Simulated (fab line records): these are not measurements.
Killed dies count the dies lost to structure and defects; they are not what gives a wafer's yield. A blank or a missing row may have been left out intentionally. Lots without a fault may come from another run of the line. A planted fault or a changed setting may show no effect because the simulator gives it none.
Which tool is to blame? -- flow gf180mcu -- 13 lots, 39 wafers sampled, at 5 steps of a route of 602

== WHAT THE GAUGES READ, wafer by wafer ==
GF_SALICIDE_THK_MEAS_05: measures by xrf. Usual: SALICIDE_TIN_THK typically reads 19.87 nm, with standard deviation 0.21.
lot,measured,on,SALICIDE_TIN_THK (nm),flag
L119,day 15 07:56,film metro-02,19.93 19.94 20.02,
L120,day 16 04:52,film metro-04,19.79 19.88 19.89,
L122,day 16 19:26,film metro-04,19.80 19.55 19.65,
L125,day 18 02:09,film metro-01,19.92 19.84 19.81,
L130,day 19 10:34,film metro-02,20.05 22.16 22.29,OFF
L132,day 20 06:58,film metro-04,19.82 19.61 19.46,
L133,day 20 16:33,film metro-01,19.63 19.35 19.61,
L135,day 21 12:41,film metro-01,20.04 20.10 20.01,
L136,day 21 13:38,film metro-04,19.51 19.66 19.50,
L138,day 22 12:47,film metro-01,19.80 19.82 19.65,
L140,day 23 06:06,film metro-01,20.05 19.58 19.78,
L141,day 23 11:07,film metro-02,20.15 20.07 19.94,
L142,day 23 18:08,film metro-02,19.83 19.85 19.70,

GF_M1_THK_MEAS_06: measures by xrf. Usual: M1_ALCU_THK typically reads 454 nm, with standard deviation 5.9.
lot,measured,on,M1_ALCU_THK (nm),flag
L119,day 16 09:01,film metro-04,445 440 450,
L120,day 17 07:01,film metro-03,451 456 454,
L122,day 17 21:47,film metro-02,454 447 452,
L125,day 19 04:40,film metro-02,456 468 464,
L130,day 20 13:58,film metro-04,446 448 453,
L132,day 21 09:53,film metro-03,457 454 454,
L133,day 21 18:55,film metro-02,460 458 457,
L135,day 22 15:07,film metro-03,445 444 455,
L136,day 22 15:40,film metro-04,450 454 448,
L138,day 23 13:45,film metro-04,458 457 459,
L140,day 24 07:28,film metro-03,456 462 454,
L141,day 24 12:58,film metro-03,465 462 459,
L142,day 24 19:13,film metro-03,461 454 460,

GF_M2_THK_MEAS_06: measures by xrf. Usual: M2_ALCU_THK typically reads 451 nm, with standard deviation 5.7.
lot,measured,on,M2_ALCU_THK (nm),flag
L119,day 18 10:07,film metro-04,447 452 453,
L120,day 19 09:55,film metro-04,441 449 442,
L122,day 20 01:42,film metro-01,454 447 450,
L125,day 21 08:35,film metro-04,451 451 444,
L130,day 22 17:25,film metro-04,457 453 455,
L132,day 23 12:12,film metro-01,444 445 443,
L133,day 23 19:41,film metro-02,456 460 452,
L135,day 24 15:31,film metro-01,457 448 455,
L136,day 24 16:22,film metro-01,440 441 441,
L138,day 25 13:43,film metro-01,440 451 446,
L140,day 26 06:51,film metro-04,450 448 450,
L141,day 26 12:41,film metro-02,454 454 451,
L142,day 26 17:31,film metro-02,446 445 444,

== WHICH TOOL RAN EACH LOT (tool, then ch and the chambers of the sampled wafers, then the start) ==
lot,GF_SALICIDE_SPUTTER_03,GF_V1_SPUTTER_22
L119,"pvd sputter-02, day 15 07:47","pvd sputter-01, day 18 09:08"
L120,"pvd sputter-04, day 16 04:44","pvd sputter-04, day 19 08:56"
L122,"pvd sputter-03, day 16 19:18","pvd sputter-04, day 20 00:35"
L125,"pvd sputter-04, day 18 02:01","pvd sputter-03, day 21 07:37"
L130,"pvd sputter-04, day 19 10:26","pvd sputter-03, day 22 16:26"
L132,"pvd sputter-02, day 20 06:49","pvd sputter-04, day 23 11:13"
L133,"pvd sputter-02, day 20 16:23","pvd sputter-04, day 23 18:41"
L135,"pvd sputter-03, day 21 12:32","pvd sputter-04, day 24 14:32"
L136,"pvd sputter-02, day 21 13:29","pvd sputter-01, day 24 15:14"
L138,"pvd sputter-02, day 22 12:37","pvd sputter-04, day 25 12:44"
L140,"pvd sputter-03, day 23 05:56","pvd sputter-03, day 26 05:51"
L141,"pvd sputter-03, day 23 10:58","pvd sputter-03, day 26 11:41"
L142,"pvd sputter-02, day 23 17:59","pvd sputter-03, day 26 16:32"
- GF_SALICIDE_SPUTTER_03: material TiN, target thk 20 nm, time 16.7 s.
- GF_V1_SPUTTER_22: material TiN, target thk 10 nm, time 40 s.

== AS READ BY THE TOOLS THEMSELVES (means over the sampled wafers that have a number; for cases with no such wafer, the mark the record gives instead) ==
GF_SALICIDE_SPUTTER_03. Usual: throttle valve pct reads 30.4 % (standard deviation 1.2).
lot,tool,throttle valve pct (%),flag
L119,pvd sputter-02,30.1,
L120,pvd sputter-04,30.3,
L122,pvd sputter-03,30.9,
L125,pvd sputter-04,30.3,
L130,pvd sputter-04,30.2,
L132,pvd sputter-02,31.0,
L133,pvd sputter-02,30.6,
L135,pvd sputter-03,30.1,
L136,pvd sputter-02,30.0,
L138,pvd sputter-02,30.5,
L140,pvd sputter-03,30.0,
L141,pvd sputter-03,31.5,
L142,pvd sputter-02,31.1,

GF_V1_SPUTTER_22. Usual: throttle valve pct reads 30.1 % (standard deviation 1.3).
lot,tool,throttle valve pct (%),flag
L119,pvd sputter-01,29.5,
L120,pvd sputter-04,30.3,
L122,pvd sputter-04,30.7,
L125,pvd sputter-03,30.0,
L130,pvd sputter-03,31.6,
L132,pvd sputter-04,29.6,
L133,pvd sputter-04,30.0,
L135,pvd sputter-04,30.3,
L136,pvd sputter-01,29.2,
L138,pvd sputter-04,29.4,
L140,pvd sputter-03,30.2,
L141,pvd sputter-03,31.3,
L142,pvd sputter-03,30.1,

== THE ANSWER, worked out from the rows above alone ==
Rule: a lot is off if the mean of its wafers that have a number lies more than 3 standard deviations from the usual mean. Also off: a lot with no number at a reading for which 4 or more lots have one. The other lots that the step has rows for count as sound. The gauges are gone through in route order, then the tools' own readings, and for those a lot's mean is taken as printed above. At the first step where some lot is off, the reading lying furthest off is the one used; lots without a number count as furthest.
Off: L130, seen at GF_SALICIDE_THK_MEAS_05 (SALICIDE_TIN_THK).
A tool fits if, at a process step before that reading, it ran every lot that is off, and no sound lot after the first of them. Those tools and the gauges at GF_SALICIDE_THK_MEAS_05 are tried in the same way. One candidate fits, namely pvd sputter-04 at GF_SALICIDE_SPUTTER_03. Its last sound lot is L125 (day 18 02:01), its first lot that is off L130 (day 19 10:26): a fault that began between those two fits.

== WHAT THE SIMULATOR HAD INSERTED ==
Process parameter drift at GF_SALICIDE_SPUTTER_03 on pvd sputter-04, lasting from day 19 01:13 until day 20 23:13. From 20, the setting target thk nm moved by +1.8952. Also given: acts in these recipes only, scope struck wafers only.
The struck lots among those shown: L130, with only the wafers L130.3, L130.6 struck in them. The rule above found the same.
